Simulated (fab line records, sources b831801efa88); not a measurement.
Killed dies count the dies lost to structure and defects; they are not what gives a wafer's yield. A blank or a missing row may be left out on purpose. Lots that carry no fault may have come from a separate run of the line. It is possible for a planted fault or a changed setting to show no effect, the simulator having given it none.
fab line records + flow sky130
record:
- lots: 6
- wafers: 18
- lastDay: 49
route steps=708 shown POLY_CUT@312 SD_P@320 PAD_OPEN@708
lots that met no fault: taken from a fault-free run of the same line
startH: start of the lot's first displayed wafer, in hours after the record's first day + waitH: hours since the lot's step before + " same as the row above + L1.1+2: several wafers, shown together as one row + - value missing, or start not given + * or withheld: withheld + < > ~ a bound
route shown NAME@n: NAME is a module with steps in the file, n the number in the route of the first one + usual: average and standard deviation across the fault-free wafers + same: alike in all rows + chamber/n: place in a boat + sites: each site's reading + _std_site: standard deviation across them + _edge_site: the outer-site mean with the inner-site mean subtracted + radiusMm: how far each site lies from the wafer's centre + mask NAME#n: copy n + behind: the most recent tool/chamber to have shaped the wafer + hold: cause of the lot's hold/its duration in hours/its outcome + device: which transistor (n, p or np) failed to switch + end of line: tests of these same wafers at the route's end + step lacking rows: just its recipe + killed: the dies lost at the first sort to structure and to defects; this is not the yield of the wafer + map: shows each die of a wafer: x if killed, . if not, _ if none is there
set.NAME: the run value of the setting; set.NAME@STEP: its run value at that earlier step + model.NAME: the simulator's own value behind a step, which no gauge read
lots seen at some steps along the route; tables by step, rows by wafer
services: when a tool's chamber went out of use (startH, in hours from the record's first day, below 0 if earlier), for how many hours, and the reason
== steps ==
step: SKY_POLY_CUT_EXPOSE_05
recipe:
- maskId: NPCM
- na: 0.8
- sourceShape: annular
- sigmaInner: 0.55
- sigmaOuter: 0.85
- targetCdNm: 270
- doseMj: 32
step: SKY_POLY_CUT_PEB_06
recipe:
- pebTempC: withheld
- pebTimeS: withheld
- resist: KrF-thick
step: SKY_POLY_CUT_DEVELOP_07
recipe:
- developTimeS: 60
- resist: KrF-thick
- devTempC: 21
step: SKY_POLY_CUT_CD_MEAS_08
recipe:
- targetCdNm: 270
usual:
- cdNm: 270.3/1.4
| lot.wafer | tool     | chamber | startH | waitH | cdNm  |
|-----------|----------|---------|--------|-------|-------|
| L934.3    | cdSem-02 | -       | 554.27 | -     | 270.7 |
| L934.4    | "        | -       | "      | "     | 270.0 |
| L934.6    | "        | -       | "      | "     | 271.2 |
| L939.1    | cdSem-01 | -       | 600.85 | -     | 272.5 |
| L939.3    | "        | -       | "      | "     | 272.8 |
| L939.6    | "        | -       | "      | "     | 271.7 |
| L938.2    | cdSem-01 | -       | 611.35 | -     | 270.0 |
| L938.5    | "        | -       | "      | "     | 271.2 |
| L938.6    | "        | -       | "      | "     | 270.4 |
| L941.2    | cdSem-02 | -       | 634.92 | -     | 268.4 |
| L941.4    | "        | -       | "      | "     | 267.7 |
| L941.5    | "        | -       | "      | "     | 268.8 |
| L951.3    | cdSem-02 | -       | 704.40 | -     | 271.2 |
| L951.5    | "        | -       | "      | "     | 271.4 |
| L951.6    | "        | -       | "      | "     | 271.7 |
| L952.3    | cdSem-01 | -       | 709.64 | -     | 271.9 |
| L952.4    | "        | -       | "      | "     | 271.1 |
| L952.6    | "        | -       | "      | "     | 270.0 |
step: SKY_POLY_CUT_OVL_MEAS_09
usual:
- POLY_CUT_OVL: -1/5.5
| lot.wafer | tool       | chamber | startH | waitH | POLY_CUT_OVL[nm] |
|-----------|------------|---------|--------|-------|------------------|
| L934.3    | overlay-02 | -       | 554.37 | 0.1   | -10              |
| L934.4    | "          | -       | "      | "     | -9               |
| L934.6    | "          | -       | "      | "     | -11              |
| L939.1    | overlay-01 | -       | 600.97 | 0.1   | -12              |
| L939.3    | "          | -       | "      | "     | -13              |
| L939.6    | "          | -       | "      | "     | -12              |
| L938.2    | overlay-01 | -       | 611.46 | 0.1   | 0                |
| L938.5    | "          | -       | "      | "     | 3                |
| L938.6    | "          | -       | "      | "     | 2                |
| L941.2    | overlay-02 | -       | 635.03 | 0.1   | -4               |
| L941.4    | "          | -       | "      | "     | 3                |
| L941.5    | "          | -       | "      | "     | 5                |
| L951.3    | overlay-01 | -       | 704.49 | 0.1   | -2               |
| L951.5    | "          | -       | "      | "     | -5               |
| L951.6    | "          | -       | "      | "     | 7                |
| L952.3    | overlay-02 | -       | 709.73 | 0.1   | -9               |
| L952.4    | "          | -       | "      | "     | -8               |
| L952.6    | "          | -       | "      | "     | -8               |
step: SKY_POLY_CUT_ETCH_10
recipe:
- chemistry: N2/H2
- target: BARC
- ionEnergyEv: 200
- sourceW: 500
- biasW: 100
- pressureMtorr: 30
- n2FlowSccm: 100
- h2FlowSccm: 200
- stopOn: SiO2
- timeS: 45.9
- targetDepthA: 600
usual:
- biasW: 99.96/0.29
- chamberPressureMTorr: 29.998/0.026
- drypumpMotorCurrentA: 6.1/0.31
- h2FlowSccm: 200.0/0.57
- oesProductAu: 0.854/0.0044
- throttleValvePct: 13.225/0.0088
same:
- timeS: 45.9
| lot.wafer | tool       | chamber | startH | waitH | biasW  | chamberPressureMTorr | drypumpMotorCurrentA | h2FlowSccm | oesProductAu | rfHoursCounterH | throttleValvePct |
|-----------|------------|---------|--------|-------|--------|----------------------|----------------------|------------|--------------|-----------------|------------------|
| L934.3    | rieDiel-03 | 1       | 554.39 | 0.0   | 100.38 | 30.014               | 6.2                  | 200.8      | 0.850        | 18              | 13.223           |
| L934.4    | "          | 0       | "      | "     | 100.09 | 30.002               | 5.9                  | 199.1      | 0.843        | 7               | 13.220           |
| L934.6    | "          | 1       | "      | "     | 100.09 | 29.986               | 6.2                  | 200.4      | 0.846        | -               | 13.224           |
| L939.1    | rieDiel-03 | 3       | 601.01 | 0.0   | 99.90  | 30.035               | 6.3                  | 199.4      | 0.856        | 9               | 13.218           |
| L939.3    | "          | 2       | "      | "     | 99.55  | 29.990               | 6.3                  | 200.0      | 0.856        | 5               | 13.240           |
| L939.6    | "          | 2       | "      | "     | 99.30  | 30.019               | 6.3                  | 200.7      | 0.854        | -               | 13.228           |
| L938.2    | rieDiel-03 | 0       | 611.49 | 0.0   | 99.97  | 30.039               | 5.9                  | 200.0      | 0.855        | 8               | 13.222           |
| L938.5    | "          | 2       | "      | "     | 100.19 | 30.028               | 6.3                  | 199.6      | 0.847        | -               | 13.219           |
| L938.6    | "          | 3       | "      | "     | 100.02 | 30.005               | 6.3                  | 199.9      | 0.850        | -               | 13.217           |
| L941.2    | rieDiel-04 | 2       | 635.06 | 0.0   | 99.77  | 29.918               | 6.3                  | 200.0      | 0.857        | 2               | 13.225           |
| L941.4    | "          | 0       | "      | "     | 100.11 | 29.969               | 5.6                  | 199.4      | 0.858        | 40              | 13.233           |
| L941.5    | "          | 0       | "      | "     | 100.20 | 30.007               | 5.6                  | 199.8      | 0.852        | -               | 13.217           |
| L951.3    | rieDiel-04 | 0       | 704.51 | 0.0   | 99.60  | 29.992               | 5.6                  | 199.3      | 0.841        | 42              | 13.224           |
| L951.5    | "          | 0       | "      | "     | 99.85  | 29.987               | 5.6                  | 199.7      | 0.849        | -               | 13.218           |
| L951.6    | "          | 1       | "      | "     | 99.97  | 29.987               | 5.6                  | 200.1      | 0.856        | -               | 13.226           |
| L952.3    | rieDiel-04 | 3       | 709.76 | 0.0   | 99.43  | 29.965               | 6.5                  | 199.5      | 0.847        | 47              | 13.229           |
| L952.4    | "          | 2       | "      | "     | 100.46 | 29.987               | 6.4                  | 200.0      | 0.851        | 4               | 13.219           |
| L952.6    | "          | 2       | "      | "     | 100.03 | 29.977               | 6.4                  | 200.3      | 0.850        | -               | 13.226           |
step: SKY_POLY_CUT_ETCH_11
recipe:
- target: Si3N4
- chemistry: CF4/CH2F2/Ar
- stopOn: poly-Si
- sourceW: 600
- biasW: 150
- pressureMtorr: 40
- cf4FlowSccm: 40
- ch2f2FlowSccm: 20
- Ar_flow_sccm: 150
- timeS: 42.5
- targetDepthA: 600
usual:
- biasW: 150.0/0.47
- chamberPressureMTorr: 40.00/0.036
- drypumpMotorCurrentA: 6.1/0.31
- oesProductAu: 0.829/0.0062
- throttleValvePct: 14.995/0.0095
same:
- timeS: 42.5
| lot.wafer | tool       | chamber | startH | waitH | biasW | chamberPressureMTorr | drypumpMotorCurrentA | oesProductAu | rfHoursCounterH | throttleValvePct |
|-----------|------------|---------|--------|-------|-------|----------------------|----------------------|--------------|-----------------|------------------|
| L934.3    | rieDiel-03 | 1       | 554.43 | 0.0   | 150.0 | 40.03                | 6.2                  | 0.825        | 18              | 14.996           |
| L934.4    | "          | 0       | "      | "     | 149.6 | 39.98                | 5.8                  | 0.834        | 7               | 15.006           |
| L934.6    | "          | 1       | "      | "     | 150.5 | 40.04                | 6.2                  | 0.833        | -               | 14.995           |
| L939.1    | rieDiel-03 | 3       | 601.05 | 0.0   | 150.1 | 39.97                | 6.4                  | 0.840        | 9               | 14.990           |
| L939.3    | "          | 2       | "      | "     | 149.7 | 40.00                | 6.3                  | 0.832        | 5               | 14.990           |
| L939.6    | "          | 2       | "      | "     | 150.0 | 40.00                | 6.3                  | 0.827        | -               | 14.979           |
| L938.2    | rieDiel-03 | 0       | 611.53 | 0.0   | 150.5 | 40.00                | 5.8                  | 0.834        | 8               | 14.993           |
| L938.5    | "          | 2       | "      | "     | 149.6 | 39.99                | 6.3                  | 0.836        | -               | 14.987           |
| L938.6    | "          | 3       | "      | "     | 149.8 | 40.01                | 6.3                  | 0.837        | -               | 15.010           |
| L941.2    | rieDiel-04 | 2       | 635.10 | 0.0   | 150.6 | 40.00                | 6.4                  | 0.823        | 2               | 14.996           |
| L941.4    | "          | 0       | "      | "     | 150.6 | 40.01                | 5.6                  | 0.824        | 40              | 14.999           |
| L941.5    | "          | 0       | "      | "     | 149.5 | 40.02                | 5.6                  | 0.816        | -               | 14.997           |
| L951.3    | rieDiel-04 | 0       | 704.56 | 0.0   | 150.0 | 40.00                | 5.6                  | 0.838        | 42              | 15.013           |
| L951.5    | "          | 0       | "      | "     | 149.9 | 39.96                | 5.6                  | 0.836        | -               | 14.982           |
| L951.6    | "          | 1       | "      | "     | 149.4 | 39.98                | 5.6                  | 0.829        | -               | 14.991           |
| L952.3    | rieDiel-04 | 3       | 709.80 | 0.0   | 149.8 | 40.05                | 6.6                  | 0.820        | 47              | 14.985           |
| L952.4    | "          | 2       | "      | "     | 150.6 | 40.01                | 6.3                  | 0.828        | 4               | 14.994           |
| L952.6    | "          | 2       | "      | "     | 150.6 | 40.00                | 6.3                  | 0.819        | -               | 15.001           |
step: SKY_POLY_CUT_STRIP_12
recipe:
- chemistry: O2/N2
- powerW: 1400
- pressureMtorr: 1500
- platenTempC: withheld
- o2FlowSccm: 3000
- n2FlowSccm: 300
- overashFraction: 0.5
usual:
- chamberPressureMTorr: 1500.0/1.4
- drypumpMotorCurrentA: 5.6/0.38
- oesProductAu: 0.452/0.0046
- stripTimeToEndpointS: 5.359/0.019
| lot.wafer | tool           | chamber | startH | waitH | chamberPressureMTorr | drypumpMotorCurrentA | oesProductAu | rfHoursCounterH | stripTimeToEndpointS |
|-----------|----------------|---------|--------|-------|----------------------|----------------------|--------------|-----------------|----------------------|
| L934.3    | plasmaAsher-03 | 0       | 554.51 | 0.1   | 1497.0               | 5.0                  | 0.445        | -               | 5.322                |
| L934.4    | "              | 1       | "      | "     | 1498.7               | 5.9                  | 0.454        | -               | 5.354                |
| L934.6    | "              | 1       | "      | "     | 1500.2               | 5.9                  | 0.454        | -               | 5.338                |
| L939.1    | plasmaAsher-04 | 1       | 601.09 | 0.0   | 1502.0               | 5.3                  | 0.452        | 46              | 5.388                |
| L939.3    | "              | 0       | "      | "     | 1497.7               | 5.8                  | 0.455        | -               | 5.359                |
| L939.6    | "              | 1       | "      | "     | 1497.7               | 5.3                  | 0.455        | -               | 5.369                |
| L938.2    | plasmaAsher-03 | 1       | 611.57 | 0.0   | 1500.3               | 5.8                  | 0.453        | 76              | 5.342                |
| L938.5    | "              | 0       | "      | "     | 1499.5               | 5.0                  | 0.452        | -               | 5.343                |
| L938.6    | "              | 1       | "      | "     | 1499.4               | 5.8                  | 0.451        | -               | 5.354                |
| L941.2    | plasmaAsher-04 | 1       | 635.14 | 0.0   | 1496.6               | 5.3                  | 0.448        | 50              | 5.357                |
| L941.4    | "              | 1       | "      | "     | 1499.4               | 5.3                  | 0.451        | -               | 5.357                |
| L941.5    | "              | 1       | "      | "     | 1501.7               | 5.3                  | 0.456        | -               | 5.367                |
| L951.3    | plasmaAsher-04 | 1       | 704.63 | 0.1   | 1501.0               | 5.3                  | 0.450        | -               | 5.335                |
| L951.5    | "              | 1       | "      | "     | 1498.6               | 5.3                  | 0.448        | -               | 5.343                |
| L951.6    | "              | 0       | "      | "     | 1499.5               | 5.8                  | 0.453        | -               | 5.348                |
| L952.3    | plasmaAsher-01 | 1       | 709.87 | 0.1   | 1500.8               | 6.2                  | 0.452        | -               | 5.383                |
| L952.4    | "              | 0       | "      | "     | 1497.9               | 5.7                  | 0.445        | -               | 5.391                |
| L952.6    | "              | 1       | "      | "     | 1500.1               | 6.1                  | 0.452        | -               | 5.356                |
step: SKY_SD_P_DEHYDRATE_00
recipe:
- tempC: 200
- timeS: 60
step: SKY_SD_P_HMDS_01
recipe:
- primeTimeS: 60
- primeTempC: 120
step: SKY_SD_P_COAT_02
recipe:
- resist: NOVOLAK
- spinRpm: 3000
- resistThkNm: 1140
step: SKY_SD_P_SOFTBAKE_03
recipe:
- tempC: 90
- timeS: 60
- resist: NOVOLAK
step: SKY_SD_P_EXPOSE_04
recipe:
- maskId: PSDM
- na: 0.6
- sourceShape: conventional
- sigmaOuter: 0.6
- polarization: unpolarized
- targetCdNm: 380
- doseMj: 138
usual:
- focusOffsetNm: -0.1/0.52
same:
- sigmaOuter: 0.6
| lot.wafer | tool            | chamber | startH | waitH | mask   | focusOffsetNm |
|-----------|-----------------|---------|--------|-------|--------|---------------|
| L934.3    | ilineStepper-01 | 0       | 569.68 | -     | PSDM#0 | 0.2           |
| L934.4    | "               | 0       | "      | "     | PSDM#0 | 0.0           |
| L934.6    | "               | 0       | "      | "     | PSDM#0 | 0.2           |
| L939.1    | ilineStepper-02 | 0       | 615.81 | -     | PSDM#0 | 0.5           |
| L939.3    | "               | 0       | "      | "     | PSDM#0 | 0.6           |
| L939.6    | "               | 0       | "      | "     | PSDM#0 | -0.1          |
| L938.2    | ilineStepper-02 | 0       | 626.23 | -     | PSDM#0 | 0.4           |
| L938.5    | "               | 0       | "      | "     | PSDM#0 | -0.6          |
| L938.6    | "               | 0       | "      | "     | PSDM#0 | -0.6          |
| L941.2    | ilineStepper-02 | 0       | 649.26 | -     | PSDM#0 | 0.6           |
| L941.4    | "               | 0       | "      | "     | PSDM#0 | 0.5           |
| L941.5    | "               | 0       | "      | "     | PSDM#0 | 0.3           |
| L951.3    | ilineStepper-02 | 0       | 718.88 | -     | PSDM#0 | -0.2          |
| L951.5    | "               | 0       | "      | "     | PSDM#0 | -0.3          |
| L951.6    | "               | 0       | "      | "     | PSDM#0 | -0.1          |
| L952.3    | ilineStepper-01 | 0       | 724.40 | -     | PSDM#0 | -0.4          |
| L952.4    | "               | 0       | "      | "     | PSDM#0 | -0.8          |
| L952.6    | "               | 0       | "      | "     | PSDM#0 | -1.6          |
step: SKY_SD_P_PEB_05
recipe:
- tempC: withheld
- timeS: *
- resist: NOVOLAK
step: SKY_SD_P_DEVELOP_06
recipe:
- resist: NOVOLAK
- developer: TMAH
- developTimeS: 60
- devTempC: 23
step: SKY_SD_P_CD_MEAS_07
recipe:
- targetCdNm: 380
usual:
- cdNm: 381/3.4
| lot.wafer | tool     | chamber | startH | waitH | cdNm |
|-----------|----------|---------|--------|-------|------|
| L934.3    | cdSem-01 | -       | 583.40 | 0.1   | 379  |
| L934.4    | "        | -       | "      | "     | 378  |
| L934.6    | "        | -       | "      | "     | 378  |
| L939.1    | cdSem-01 | -       | 629.98 | 0.1   | 378  |
| L939.3    | "        | -       | "      | "     | 383  |
| L939.6    | "        | -       | "      | "     | 380  |
| L938.2    | cdSem-01 | -       | 640.75 | 0.1   | 383  |
| L938.5    | "        | -       | "      | "     | 353  |
| L938.6    | "        | -       | "      | "     | 384  |
| L941.2    | cdSem-02 | -       | 662.93 | 0.1   | 378  |
| L941.4    | "        | -       | "      | "     | 348  |
| L941.5    | "        | -       | "      | "     | 348  |
| L951.3    | cdSem-01 | -       | 732.20 | 0.1   | 380  |
| L951.5    | "        | -       | "      | "     | 381  |
| L951.6    | "        | -       | "      | "     | 375  |
| L952.3    | cdSem-02 | -       | 737.20 | 0.1   | 379  |
| L952.4    | "        | -       | "      | "     | 380  |
| L952.6    | "        | -       | "      | "     | 380  |
step: SKY_SD_P_OVL_MEAS_08
usual:
- SD_P_OVL: -0.8/1.4
| lot.wafer | tool       | chamber | startH | waitH | SD_P_OVL[nm] |
|-----------|------------|---------|--------|-------|--------------|
| L934.3    | overlay-01 | -       | 583.49 | 0.1   | -1.2         |
| L934.4    | "          | -       | "      | "     | -1.0         |
| L934.6    | "          | -       | "      | "     | -1.1         |
| L939.1    | overlay-02 | -       | 630.10 | 0.1   | 1.6          |
| L939.3    | "          | -       | "      | "     | 2.3          |
| L939.6    | "          | -       | "      | "     | 2.7          |
| L938.2    | overlay-01 | -       | 640.86 | 0.1   | -2.0         |
| L938.5    | "          | -       | "      | "     | -1.3         |
| L938.6    | "          | -       | "      | "     | 1.6          |
| L941.2    | overlay-01 | -       | 663.03 | 0.1   | -0.8         |
| L941.4    | "          | -       | "      | "     | -0.3         |
| L941.5    | "          | -       | "      | "     | 2.1          |
| L951.3    | overlay-01 | -       | 732.30 | 0.1   | -3.4         |
| L951.5    | "          | -       | "      | "     | -2.3         |
| L951.6    | "          | -       | "      | "     | -1.3         |
| L952.3    | overlay-01 | -       | 737.29 | 0.1   | -1.3         |
| L952.4    | "          | -       | "      | "     | -2.2         |
| L952.6    | "          | -       | "      | "     | -2.1         |
step: SKY_PAD_OPEN_PROBE_99
usual:
- killed_at_M0_to_M3: 43/6.8
- killed_at_M4_up: 3.2/1.8
- killedAtContacts: 24/6.2
- killedAtFrontEnd: 15/4.7
- killedAtOther: 0.4/0.63
- killedDies: 86/9.6
- killedOpen: 47/6.9
- killedShort: 39/6.3
same:
- grossDies: 492
- killedAtBackSide: 0
| lot.wafer | tool      | chamber | startH  | waitH | killed_at_M0_to_M3 | killed_at_M4_up | killedAtContacts | killedAtFrontEnd | killedAtOther | killedDies | killedOpen | killedShort |
|-----------|-----------|---------|---------|-------|--------------------|-----------------|------------------|------------------|---------------|------------|------------|-------------|
| L939.1    | prober-01 | -       | 1099.49 | 0.1   | 48                 | 3               | 14               | 17               | 0             | 82         | 52         | 30          |
| L939.3    | prober-01 | -       | 1099.59 | 0.2   | 31                 | 5               | 27               | 15               | 1             | 79         | 44         | 35          |
| L939.6    | prober-01 | -       | 1099.74 | 0.2   | 42                 | 2               | 32               | 18               | 0             | 94         | 51         | 43          |
| L938.5    | prober-02 | -       | 1112.23 | 0.2   | 29                 | 4               | 24               | 14               | 0             | 71         | 31         | 39          |
| L941.2    | prober-02 | -       | 1120.68 | 0.1   | 53                 | 8               | 19               | 11               | 1             | 92         | 44         | 47          |
| L941.4    | prober-02 | -       | 1120.78 | 0.2   | 38                 | 5               | 36               | 19               | 0             | 98         | 58         | 39          |
| L941.5    | prober-02 | -       | 1120.83 | 0.2   | 44                 | 3               | 24               | 20               | 2             | 93         | 44         | 48          |
| L952.3    | prober-01 | -       | 1176.11 | 0.2   | 52                 | 2               | 21               | 15               | 1             | 91         | 52         | 39          |
| L952.4    | prober-01 | -       | 1176.16 | 0.2   | 41                 | 3               | 21               | 14               | 0             | 79         | 43         | 35          |
| L952.6    | prober-01 | -       | 1176.26 | 0.2   | 48                 | 3               | 19               | 17               | 1             | 88         | 56         | 32          |
killed by level:class
L939.1 VIA1:geometricParticle:open=14 VIA2:geometricParticle:open=9 POLY_GATE:geometricParticle:open=8 LI_CONTACT:geometricParticle:open=7 VIA1:geometricParticle:short=5 METAL2:geometricParticle:short=5 VIA3:geometricParticle:open=5 FIELD_ISO:geometricParticle:open=3
L939.3 CONTACT:geometricParticle:open=12 VIA1:geometricParticle:open=9 LOCAL_INTERCONNECT:geometricParticle:short=7 LI_CONTACT:geometricParticle:open=6 VIA3:geometricParticle:open=5 FIELD_ISO:geometricParticle:short=4 METAL2:geometricParticle:short=4 POLY_GATE:geometricParticle:short=3
L939.6 CONTACT:geometricParticle:open=14 POLY_GATE:geometricParticle:short=9 VIA3:geometricParticle:open=9 VIA1:geometricParticle:open=8 VIA2:geometricParticle:open=7 LI_CONTACT:geometricParticle:open=5 CONTACT:geometricParticle:short=5 LI_CONTACT:geometricParticle:short=4
L938.5 CONTACT:geometricParticle:open=7 VIA1:geometricParticle:short=6 LI_CONTACT:geometricParticle:open=6 CONTACT:geometricParticle:short=5 VIA2:geometricParticle:open=4 VIA1:geometricParticle:open=4 METAL4:geometricParticle:short=4 FIELD_ISO:geometricParticle:short=3
L941.2 VIA1:geometricParticle:open=13 VIA3:geometricParticle:open=9 VIA1:geometricParticle:short=8 METAL4:geometricParticle:short=6 CONTACT:geometricParticle:open=6 VIA3:geometricParticle:short=5 METAL2:geometricParticle:short=4 LI_CONTACT:geometricParticle:open=4
L941.4 CONTACT:geometricParticle:open=13 LI_CONTACT:geometricParticle:open=10 VIA1:geometricParticle:open=9 VIA1:geometricParticle:short=6 FIELD_ISO:geometricParticle:open=5 POLY_GATE:geometricParticle:open=5 CONTACT:geometricParticle:short=5 LOCAL_INTERCONNECT:geometricParticle:short=4
L941.5 VIA1:geometricParticle:open=11 VIA3:geometricParticle:open=8 CONTACT:geometricParticle:open=7 VIA1:geometricParticle:short=6 FIELD_ISO:geometricParticle:short=5 POLY_GATE:geometricParticle:short=5 LI_CONTACT:geometricParticle:short=5 METAL1:geometricParticle:short=5
L952.3 VIA3:geometricParticle:open=12 CONTACT:geometricParticle:open=8 VIA1:geometricParticle:open=8 METAL1:geometricParticle:short=7 VIA2:geometricParticle:open=6 CONTACT:geometricParticle:short=5 VIA1:geometricParticle:short=5 FIELD_ISO:geometricParticle:open=4
L952.4 VIA1:geometricParticle:open=12 LI_CONTACT:geometricParticle:open=8 CONTACT:geometricParticle:short=6 VIA2:geometricParticle:open=6 VIA3:geometricParticle:open=6 CONTACT:geometricParticle:open=5 METAL1:geometricParticle:short=5 POLY_GATE:geometricParticle:short=4
L952.6 VIA1:geometricParticle:open=10 CONTACT:geometricParticle:open=10 VIA3:geometricParticle:open=10 VIA2:geometricParticle:open=7 METAL2:geometricParticle:short=6 LI_CONTACT:geometricParticle:open=6 POLY_GATE:geometricParticle:short=5 FIELD_ISO:geometricParticle:open=4
== services ==
| tool            | chamber | startH | hours | kind        |
|-----------------|---------|--------|-------|-------------|
| plasmaAsher-04  | -       | 531.01 | 3.3   | repair      |
| rieDiel-03      | 2       | 539.82 | 7.0   | repair      |
| ilineStepper-02 | 0       | 544.95 | -     | calibration |
| ilineStepper-01 | 0       | 559.48 | -     | calibration |
| plasmaAsher-03  | -       | 596.78 | 14.6  | pm          |
| ilineStepper-01 | -       | 602.20 | 1.7   | pm          |
| rieDiel-04      | 0       | 608.70 | 4.9   | repair      |
| plasmaAsher-04  | -       | 637.61 | 4.7   | repair      |
| ilineStepper-02 | -       | 652.05 | 1.7   | pm          |
| rieDiel-04      | 2       | 671.14 | 2.8   | repair      |
| rieDiel-03      | 0       | 710.23 | 3.5   | repair      |
| plasmaAsher-03  | -       | 711.82 | 4.6   | repair      |
== key ==
firstSign:
- step: SKY_SD_P_CD_MEAS_07
- reading: cdNm
- direction: down
- sigmas: 9.3
- usual: 381
- struck: 350
effect none on later readings
metAt SKY_SD_P_EXPOSE_04
struckWafers L938.5,L941.4,L941.5
testerLeftOut L938,L941
onsetBetween 615.81 626.23
fault:
- kind: processParameterDrift
- tool: ilineStepper-02
- chamber: -
- onsetH: 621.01
- steps: SKY_SD_P_EXPOSE_04
- channel: focusNm
- offset: 1157.5
- shape: step
- endH: 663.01
- scope: struckWafersOnly
testerLeftOut: of these lots the tester's yield and bins aren't shown, on N5 and GAA mostly nor the transistor test; their killed dies are dies lost to structure and defects alone, not to doping, threshold or leakage, so they don't give the yield
